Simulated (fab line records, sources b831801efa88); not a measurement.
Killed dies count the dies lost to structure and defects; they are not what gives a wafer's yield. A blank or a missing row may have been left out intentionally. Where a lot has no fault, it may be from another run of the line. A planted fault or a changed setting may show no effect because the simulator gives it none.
Matching of chambers || flow sky130 || cmp-01 running SKY_VIA4_CMP_02: 4 sister chambers
The step polishes SiO2. 8 wafers are shown with their chamber, then 11 later ones without.

== WAFERS PAIRED WITH THEIR CHAMBERS ==
{"wafer": "L087.5", "chamber": 1, "motor_current_A (A)": 10.4, "slurry_flow_ml_min": 150.3}
{"wafer": "L087.6", "chamber": 2, "motor_current_A (A)": 13.8, "slurry_flow_ml_min": 150.3}
{"wafer": "L089.1", "chamber": 0, "motor_current_A (A)": 11.8, "slurry_flow_ml_min": 150.3}
{"wafer": "L089.2", "chamber": 1, "motor_current_A (A)": 10.7, "slurry_flow_ml_min": 150.1}
{"wafer": "L090.1", "chamber": 0, "motor_current_A (A)": 12.3, "slurry_flow_ml_min": 150.1}
{"wafer": "L090.3", "chamber": 2, "motor_current_A (A)": 14.5, "slurry_flow_ml_min": 150.7}
{"wafer": "L090.5", "chamber": 3, "motor_current_A (A)": 11.7, "slurry_flow_ml_min": 150.6}
{"wafer": "L092.3", "chamber": 3, "motor_current_A (A)": 11.6, "slurry_flow_ml_min": 149.3}

== WAFERS MISSING THEIR CHAMBER ==
{"wafer": "L092.5", "motor_current_A (A)": 10.0, "slurry_flow_ml_min": 150.0}
{"wafer": "L092.6", "motor_current_A (A)": 11.7, "slurry_flow_ml_min": 149.5}
{"wafer": "L095.2", "motor_current_A (A)": 13.4, "slurry_flow_ml_min": 149.9}
{"wafer": "L095.5", "motor_current_A (A)": 9.9, "slurry_flow_ml_min": 150.5}
{"wafer": "L095.6", "motor_current_A (A)": 11.9, "slurry_flow_ml_min": 149.9}
{"wafer": "L094.1", "motor_current_A (A)": 14.3, "slurry_flow_ml_min": 150.3}
{"wafer": "L094.2", "motor_current_A (A)": 10.5, "slurry_flow_ml_min": 150.3}
{"wafer": "L094.4", "motor_current_A (A)": 11.0, "slurry_flow_ml_min": 149.9}
{"wafer": "L096.1", "motor_current_A (A)": 11.6, "slurry_flow_ml_min": 150.2}
{"wafer": "L096.3", "motor_current_A (A)": 10.3, "slurry_flow_ml_min": 150.1}
{"wafer": "L096.5", "motor_current_A (A)": 12.0, "slurry_flow_ml_min": 149.4}

== WHICH CHAMBER EACH ONE RAN IN ==
{"wafer": "L092.5", "from the rows above": 1, "in truth": 1}
{"wafer": "L092.6", "from the rows above": "can't be placed: 3 or 0", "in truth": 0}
{"wafer": "L095.2", "from the rows above": "can't be placed: 2 or 0", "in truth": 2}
{"wafer": "L095.5", "from the rows above": 1, "in truth": 1}
{"wafer": "L095.6", "from the rows above": "can't be placed: 0 or 3", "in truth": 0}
{"wafer": "L094.1", "from the rows above": 2, "in truth": 2}
{"wafer": "L094.2", "from the rows above": 1, "in truth": 1}
{"wafer": "L094.4", "from the rows above": "can't be placed: 1 or 3 or 0", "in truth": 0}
{"wafer": "L096.1", "from the rows above": "can't be placed: 3 or 0", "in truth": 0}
{"wafer": "L096.3", "from the rows above": 1, "in truth": 1}
{"wafer": "L096.5", "from the rows above": "can't be placed: 3 or 0", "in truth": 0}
5 of 11 placed correctly. These rows do not allow placing 6 (true chamber among the candidates in 6). 0 placed wrongly.
How it was worked out, from the rows above alone: a wafer's distance from a chamber is the root of the sum, over the readings, of the square of ((its reading less the chamber's mean) divided by the reading's scatter). If the next closest chamber is less than 2 further off than the closest, the wafer can't be placed; otherwise it belongs to the closest. Each chamber's mean is taken over the wafers shown for it. The scatter: the root of (the sum of the squares of (reading less its chamber's mean) over the shown wafers, divided by (wafers less chambers)).
